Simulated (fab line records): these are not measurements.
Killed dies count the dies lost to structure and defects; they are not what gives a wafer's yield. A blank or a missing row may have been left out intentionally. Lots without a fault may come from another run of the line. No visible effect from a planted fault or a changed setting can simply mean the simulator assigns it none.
Which tool is to blame?	flow gf180mcu	10 lots, 30 wafers sampled, at 6 steps of a route of 602

== WHAT EACH GAUGE READ, for each wafer ==
GF_V5_THK_MEAS_25: measures by xrf. Usual: for V5_W_THK the level is 352 nm and the standard deviation is 3.8.
lot	measured	on	V5_W_THK (nm)	flag
L132	day 27 02:01	filmMetro-02	355 353 358	
L134	day 27 23:07	filmMetro-02	353 352 358	
L135	day 28 05:13	filmMetro-04	350 353 351	
L136	day 28 09:54	filmMetro-02	348 348 351	
L138	day 29 04:23	filmMetro-03	352 354 357	
L139	day 29 14:40	filmMetro-04	353 354 351	
L141	day 30 05:52	filmMetro-04	348 347 352	
L148	day 31 22:46	filmMetro-02	350 352 349	
L151	day 32 18:40	filmMetro-02	349 360 355	
L154	day 33 12:40	filmMetro-02	353 347 353	

GF_TOP_METAL_RS_MEAS_05: measurement is done with a four-point probe. Usual: for TOP_METAL_ALCU_RS the level is 0.0327 ohm/sq and the standard deviation is 0.0003.
lot	measured	on	TOP_METAL_ALCU_RS (ohm/sq)	flag
L132	day 27 02:35	filmMetro-01	0.0323 0.0324 0.0327	
L134	day 27 23:47	filmMetro-02	0.0331 0.0332 0.0330	
L135	day 28 05:47	filmMetro-02	0.0325 0.0325 0.0324	
L136	day 28 10:29	filmMetro-04	0.0329 0.0326 0.0328	
L138	day 29 04:58	filmMetro-02	0.0357 0.0358 0.0356 0.0357 0.0359 0.0357	OFF
L139	day 29 15:31	filmMetro-04	0.0355 0.0354 0.0358 0.0355 0.0354 0.0358	OFF
L141	day 30 06:27	filmMetro-02	0.0320 0.0327 0.0327	
L148	day 31 23:24	filmMetro-04	0.0329 0.0330 0.0328	
L151	day 32 19:22	filmMetro-01	0.0327 0.0326 0.0328	
L154	day 33 13:16	filmMetro-01	0.0332 0.0330 0.0328	

GF_TOP_METAL_THK_MEAS_06: measures by xrf. Usual: for TOP_METAL_ALCU_THK the level is 901 nm and the standard deviation is 11.
lot	measured	on	TOP_METAL_ALCU_THK (nm)	flag
L132	day 27 02:43	filmMetro-01	908 913 900	
L134	day 27 23:53	filmMetro-02	890 896 899	
L135	day 28 05:55	filmMetro-02	915 915 918	
L136	day 28 10:36	filmMetro-04	894 905 900	
L138	day 29 09:05	filmMetro-02	829 825 837 838 831 836	OFF
L139	day 29 18:17	filmMetro-04	820 825 818 821 822 815	OFF
L141	day 30 06:34	filmMetro-02	924 906 905	
L148	day 31 23:31	filmMetro-04	889 886 895	
L151	day 32 19:28	filmMetro-01	901 903 898	
L154	day 33 13:22	filmMetro-01	889 890 895	

== EACH LOT AND THE TOOL THAT RAN IT (in order: tool; ch and the chambers of the sampled wafers; start) ==
lot	GF_V5_ETCH_16	GF_V5_CMP_26	GF_TOP_METAL_SPUTTER_02
L132	rieDiel-01 ch 1,2,3, day 27 00:59	cmp-01 ch 1,2,3, day 27 02:04	pvdSputter-04, day 27 02:30
L134	rieDiel-01 ch 0,3, day 27 22:03	cmp-01 ch 1,2,3, day 27 23:14	pvdSputter-01, day 27 23:40
L135	rieDiel-01 ch 1,2, day 28 04:12	cmp-01 ch 0,2,3, day 28 05:19	pvdSputter-01, day 28 05:42
L136	rieDiel-04 ch 0,1,3, day 28 08:53	cmp-01 ch 0,1,3, day 28 09:58	pvdSputter-01, day 28 10:23
L138	rieDiel-02 ch 1,2, day 29 03:20	cmp-01 ch 0,2,3, day 29 04:29	pvdSputter-01, day 29 04:52
L139	rieDiel-04 ch 0,1,2, day 29 13:35	cmp-02 ch 0,1,2, day 29 14:57	pvdSputter-01, day 29 15:23
L141	rieDiel-02 ch 0,2,3, day 30 04:44	cmp-02 ch 0,1,2, day 30 05:58	pvdSputter-04, day 30 06:20
L148	rieDiel-01 ch 0,2,3, day 31 21:24	cmp-02 ch 1,2,3, day 31 22:53	pvdSputter-01, day 31 23:19
L151	rieDiel-04 ch 1,2,3, day 32 17:37	cmp-02 ch 2,3, day 32 18:47	pvdSputter-01, day 32 19:13
L154	rieDiel-04 ch 0,1, day 33 11:38	cmp-01 ch 1,2, day 33 12:46	pvdSputter-02, day 33 13:09
- GF_V5_ETCH_16: etches BARC in N2/H2.
- GF_V5_CMP_26: polishes, stops on SiO2, t overpolish 15 s, target thk 0 nm.
- GF_TOP_METAL_SPUTTER_02: material AlCu, target thk 900 nm, time 47.82 s.

== AS READ BY THE TOOLS THEMSELVES (means over the sampled wafers that have a number; for cases with no such wafer, the mark the record gives instead) ==
GF_V5_ETCH_16. Usual: chamberPressureMTorr 30.003 mTorr, standard deviation 0.03; drypumpMotorCurrentA 5.5 A, standard deviation 0.55; oesProductAu 0.855 a.u., standard deviation 0.0046; throttleValvePct 13.223 %, standard deviation 0.0094.
lot	tool	chamberPressureMTorr (mTorr)	drypumpMotorCurrentA (A)	oesProductAu (a.u.)	throttleValvePct (%)	flag
L132	rieDiel-01	30.007	5.0	0.855	13.233	
L134	rieDiel-01	29.990	5.6	0.853	13.216	
L135	rieDiel-01	30.014	5.1	0.856	13.227	
L136	rieDiel-04	29.996	5.5	0.859	13.221	
L138	rieDiel-02	29.987	5.6	0.855	13.222	
L139	rieDiel-04	30.016	5.7	0.856	13.228	
L141	rieDiel-02	29.988	5.2	0.855	13.219	
L148	rieDiel-01	29.990	5.4	0.855	13.226	
L151	rieDiel-04	29.976	6.0	0.855	13.229	
L154	rieDiel-04	29.975	5.3	0.852	13.227	

GF_V5_CMP_26. Usual: motorCurrentA 10.5 A, standard deviation 1.1; overpolishRunS 14.999 s, standard deviation 0.0089; platenRpm 60.00 rpm, standard deviation 0.043; retainingRingPressureFrac 1.000, standard deviation 0.0049; timeToEndpointS 83 s, standard deviation 3.1.
lot	tool	motorCurrentA (A)	overpolishRunS (s)	platenRpm (rpm)	retainingRingPressureFrac	timeToEndpointS (s)	flag
L132	cmp-01	11.0	14.990	59.97	1.003	81	
L134	cmp-01	10.5	14.999	59.97	0.998	83	
L135	cmp-01	10.8	15.005	60.01	1.001	80	
L136	cmp-01	10.0	14.996	60.05	0.995	82	
L138	cmp-01	10.9	15.004	60.03	0.998	82	
L139	cmp-02	10.1	14.997	60.06	0.999	90	
L141	cmp-02	10.3	14.994	59.98	1.003	79	
L148	cmp-02	10.0	14.993	60.00	0.998	81	
L151	cmp-02	9.6	15.001	59.99	1.003	83	
L154	cmp-01	12.1	14.995	60.02	0.997	84	

GF_TOP_METAL_SPUTTER_02. Usual: 30.1 % for throttleValvePct, sd 1.3.
lot	tool	throttleValvePct (%)	flag
L132	pvdSputter-04	30.2	
L134	pvdSputter-01	31.0	
L135	pvdSputter-01	29.5	
L136	pvdSputter-01	30.4	
L138	pvdSputter-01	31.0	
L139	pvdSputter-01	30.4	
L141	pvdSputter-04	28.6	
L148	pvdSputter-01	29.7	
L151	pvdSputter-01	29.5	
L154	pvdSputter-02	29.6	

== THE ANSWER, worked out from the rows above alone ==
Rule: a lot is off if the mean of its wafers that have a number lies more than 3 standard deviations from the usual mean. A lot without any number at a reading at which 4 lots or more have one is off too. Any other lot the step has rows for is counted as sound. First the gauges in route order, then the tools' own readings, where a lot's mean is used as printed above. At the first step where some lot is off, the reading lying furthest off is the one used; lots without a number count as furthest.
Off: L138, L139, at GF_TOP_METAL_RS_MEAS_05 (TOP_METAL_ALCU_RS).
A tool fits if, at a process step before that reading, it ran every lot that is off, and no sound lot after the first of them. The gauges at GF_TOP_METAL_RS_MEAS_05 are tried like those tools. Not one of the candidates tried fits.

== WHAT WAS PUT IN BY THE SIMULATOR ==
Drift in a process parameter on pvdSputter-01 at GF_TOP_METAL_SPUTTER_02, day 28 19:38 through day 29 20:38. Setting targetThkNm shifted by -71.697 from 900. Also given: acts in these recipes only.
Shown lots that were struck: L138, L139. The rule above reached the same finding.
